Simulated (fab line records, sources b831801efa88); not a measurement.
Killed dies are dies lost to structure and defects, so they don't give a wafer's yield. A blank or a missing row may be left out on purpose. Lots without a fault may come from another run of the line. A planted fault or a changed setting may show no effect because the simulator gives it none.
Which tool did it? | flow gf180mcu | 13 lots, 39 wafers sampled, at 6 steps of a route of 602

WHAT THE GAUGES READ, wafer by wafer
GF_CONTACT_THK_MEAS_01.
lot  | measured     | on            | CONTACT_CVD_00_THK (nm)
L953 | day 16 05:05 | film_metro-01 | 300 297 297
L954 | day 16 15:22 | film_metro-01 | 301 303 300
L955 | day 16 23:49 | film_metro-01 | 302 298 303
L956 | day 17 09:58 | film_metro-01 | 297 301 298
L958 | day 18 05:25 | film_metro-04 | 295 293 305
L961 | day 19 11:48 | film_metro-04 | 234 245 237
L962 | day 19 15:13 | film_metro-02 | 245 240 238
L963 | day 19 23:21 | film_metro-01 | 238 237 242
L967 | day 21 15:23 | film_metro-01 | 298 298 292
L970 | day 22 03:38 | film_metro-01 | 304 303 301
L971 | day 22 20:02 | film_metro-01 | 298 309 308
L972 | day 23 01:05 | film_metro-02 | 293 296 301
L973 | day 23 08:38 | film_metro-01 | 297 305 302

GF_V2_THK_MEAS_03.
lot  | measured     | on            | V2_CVD_02_THK (nm)
L953 | day 20 10:05 | film_metro-01 | 832 836 849
L954 | day 20 21:21 | film_metro-01 | 852 838 853
L955 | day 21 06:28 | film_metro-01 | 828 851 856
L956 | day 21 16:52 | film_metro-02 | 835 842 859
L958 | day 22 11:55 | film_metro-04 | 833 840 843
L961 | day 23 15:27 | film_metro-02 | 841 834 845
L962 | day 23 19:55 | film_metro-02 | 833 813 854
L963 | day 24 03:12 | film_metro-02 | 812 814 828
L967 | day 25 14:44 | film_metro-01 | 847 853 846
L970 | day 26 03:37 | film_metro-04 | 832 836 865
L971 | day 26 17:11 | film_metro-01 | 832 836 856
L972 | day 26 21:15 | film_metro-04 | 835 849 859
L973 | day 27 01:52 | film_metro-01 | 839 852 860

GF_V2_OVL_MEAS_15.
lot  | measured     | on         | V2_OVL (nm)
L953 | day 21 11:13 | overlay-01 | -1 -3 -1
L954 | day 21 20:55 | overlay-02 | -1 -1 -6
L955 | day 22 06:32 | overlay-01 | 2 9 10
L956 | day 22 16:49 | overlay-02 | -2 0 7
L958 | day 23 11:10 | overlay-02 | 5 9 5
L961 | day 24 13:52 | overlay-02 | -10 -10 -17
L962 | day 24 19:01 | overlay-01 | 1 -7 4
L963 | day 25 01:34 | overlay-02 | 2 8 1
L967 | day 26 12:37 | overlay-02 | -4 3 5
L970 | day 27 00:11 | overlay-02 | 1 -2 2
L971 | day 27 14:29 | overlay-01 | 0 0 1
L972 | day 27 17:50 | overlay-01 | -9 -4 2
L973 | day 27 22:25 | overlay-01 | 2 -3 -4

WHICH TOOL RAN EACH LOT (tool, then ch and the chambers of the sampled wafers, then the start)
lot  | GF_CONTACT_CVD_00                | GF_CONTACT_ETCH_17                            | GF_M2_METAL_ETCH_16
L953 | hdpcvd-01 ch 0,2, day 16 05:02   | rie_diel-03 ch 0,1,2, day 20 09:12 or earlier | rie_metal-01 ch 0, day 20 09:12
L954 | hdpcvd-01 ch 0,2, day 16 15:19   | rie_diel-04 ch 0,1, day 20 20:30 or earlier   | rie_metal-04 ch 0,1, day 20 20:30
L955 | hdpcvd-02 ch 0,2, day 16 23:45   | rie_diel-04 ch 1,2,3, day 21 05:38 or earlier | rie_metal-04 ch 0,1, day 21 05:38
L956 | hdpcvd-02 ch 0,2, day 17 09:54   | rie_diel-02 ch 0,2, day 21 16:00 or earlier   | rie_metal-01 ch 0,1, day 21 16:00
L958 | hdpcvd-02 ch 0,1, day 18 05:22   | rie_diel-02 ch 1,2, day 22 10:57 or earlier   | rie_metal-04 ch 1, day 22 10:57
L961 | hdpcvd-02 ch 0,1,2, day 19 11:46 | rie_diel-02 ch 0,2, day 23 14:36 or earlier   | rie_metal-01 ch 1, day 23 14:36
L962 | hdpcvd-02 ch 0,1,2, day 19 15:10 | rie_diel-04 ch 1,3, day 23 18:57 or earlier   | rie_metal-03 ch 0, day 23 18:57
L963 | hdpcvd-02 ch 0,1,2, day 19 23:19 | rie_diel-03 ch 0,1,3, day 24 02:21 or earlier | rie_metal-01 ch 0,1, day 24 02:21
L967 | hdpcvd-01 ch 0,1, day 21 15:20   | rie_diel-04 ch 1,2,3, day 25 13:48 or earlier | rie_metal-04 ch 1, day 25 13:48
L970 | hdpcvd-01 ch 0,1,2, day 22 03:35 | rie_diel-03 ch 0,3, day 26 02:45 or earlier   | rie_metal-01 ch 0,1, day 26 02:45
L971 | hdpcvd-02 ch 0,1, day 22 19:58   | rie_diel-04 ch 0,3, day 26 16:18 or earlier   | rie_metal-04 ch 0,1, day 26 16:18
L972 | hdpcvd-02 ch 0,1, day 23 01:02   | rie_diel-02 ch 2,3, day 26 20:23 or earlier   | rie_metal-01 ch 0,1, day 26 20:23
L973 | hdpcvd-02 ch 0,1, day 23 08:34   | rie_diel-02 ch 0,1,3, day 27 01:00 or earlier | rie_metal-04 ch 0,1, day 27 01:00
- GF_CONTACT_CVD_00: deposits SiO2, target thk 300 nm, time 50 s.
- GF_CONTACT_ETCH_17: etches SiO2 in C4F8/O2/Ar, stops on CoSi2, target depth 860 nm.
- GF_M2_METAL_ETCH_16: etches the open film in Cl2/BCl3, stops on SiO2, target depth 627.5 nm, time 104.6 s.

WHAT THE TOOLS THEMSELVES READ (means of the sampled wafers that have a number; where no wafer has one, the mark that the record gives instead)
GF_CONTACT_CVD_00.
lot  | tool      | sih4_flow_sccm (sccm)
L953 | hdpcvd-01 | 59.96
L954 | hdpcvd-01 | 60.17
L955 | hdpcvd-02 | 60.10
L956 | hdpcvd-02 | 59.97
L958 | hdpcvd-02 | 60.17
L961 | hdpcvd-02 | 47.98
L962 | hdpcvd-02 | 48.01
L963 | hdpcvd-02 | 48.00
L967 | hdpcvd-01 | 60.16
L970 | hdpcvd-01 | 59.93
L971 | hdpcvd-02 | 60.02
L972 | hdpcvd-02 | 59.85
L973 | hdpcvd-02 | 60.00

GF_CONTACT_ETCH_17.
lot  | tool        | oes_product_au (a.u.)
L953 | rie_diel-03 | 0.813
L954 | rie_diel-04 | 0.816
L955 | rie_diel-04 | 0.822
L956 | rie_diel-02 | 0.814
L958 | rie_diel-02 | 0.812
L961 | rie_diel-02 | 0.784
L962 | rie_diel-04 | 0.778
L963 | rie_diel-03 | 0.783
L967 | rie_diel-04 | 0.814
L970 | rie_diel-03 | 0.815
L971 | rie_diel-04 | 0.818
L972 | rie_diel-02 | 0.808
L973 | rie_diel-02 | 0.819

GF_M2_METAL_ETCH_16.
lot  | tool         | drypump_motor_current_A (A) | oes_product_au (a.u.) | throttle_valve_pct (%)
L953 | rie_metal-01 | 5.7                         | 0.969                 | 28.244
L954 | rie_metal-04 | 5.9                         | 0.973                 | 28.255
L955 | rie_metal-04 | 6.2                         | 0.973                 | 28.237
L956 | rie_metal-01 | 5.9                         | 0.983                 | 28.254
L958 | rie_metal-04 | 6.4                         | 0.966                 | 28.271
L961 | rie_metal-01 | 6.0                         | 0.964                 | 28.266
L962 | rie_metal-03 | 5.5                         | 0.968                 | 28.255
L963 | rie_metal-01 | 5.9                         | 0.975                 | 28.247
L967 | rie_metal-04 | 6.4                         | 0.960                 | 28.262
L970 | rie_metal-01 | 5.9                         | 0.969                 | 28.257
L971 | rie_metal-04 | 5.9                         | 0.971                 | 28.263
L972 | rie_metal-01 | 5.9                         | 0.962                 | 28.246
L973 | rie_metal-04 | 6.0                         | 0.980                 | 28.251

THE ANSWER, worked out from the rows above alone
Rule: what is usual is taken from the lots themselves. Put in order of their means at a reading, lots are off if they are a third of the lots or fewer, leave a main group of 4 or more, and stand apart from it by a gap of 3 or more times the standard deviation of the main group's means; of several such gaps the widest counts. A main group whose means are all the same, to the digits that the tables above print for the reading, isn't used. A lot without any number at a reading at which 4 lots or more have one is off too. The other lots that the step has rows for count as sound. The gauges are gone through in route order, then the tools' own readings, and for those a lot's mean is taken as printed above. The first step at which some lot is off is used, and at that step the reading that is off furthest; a lot without a number counts as furthest.
Off: L961, L962, L963, at GF_CONTACT_THK_MEAS_01 (CONTACT_CVD_00_THK). The main group: mean 300 nm, standard deviation 2.7.
A tool fits if, at a process step before that reading, it ran every lot that is off, and no sound lot after the first of them. The gauges at GF_CONTACT_THK_MEAS_01 aren't tried: what is off there is off at GF_CONTACT_CVD_00 too, on other tools, and a gauge's error can't cause that. None of those tried fits.

WHAT THE SIMULATOR HAD PUT IN
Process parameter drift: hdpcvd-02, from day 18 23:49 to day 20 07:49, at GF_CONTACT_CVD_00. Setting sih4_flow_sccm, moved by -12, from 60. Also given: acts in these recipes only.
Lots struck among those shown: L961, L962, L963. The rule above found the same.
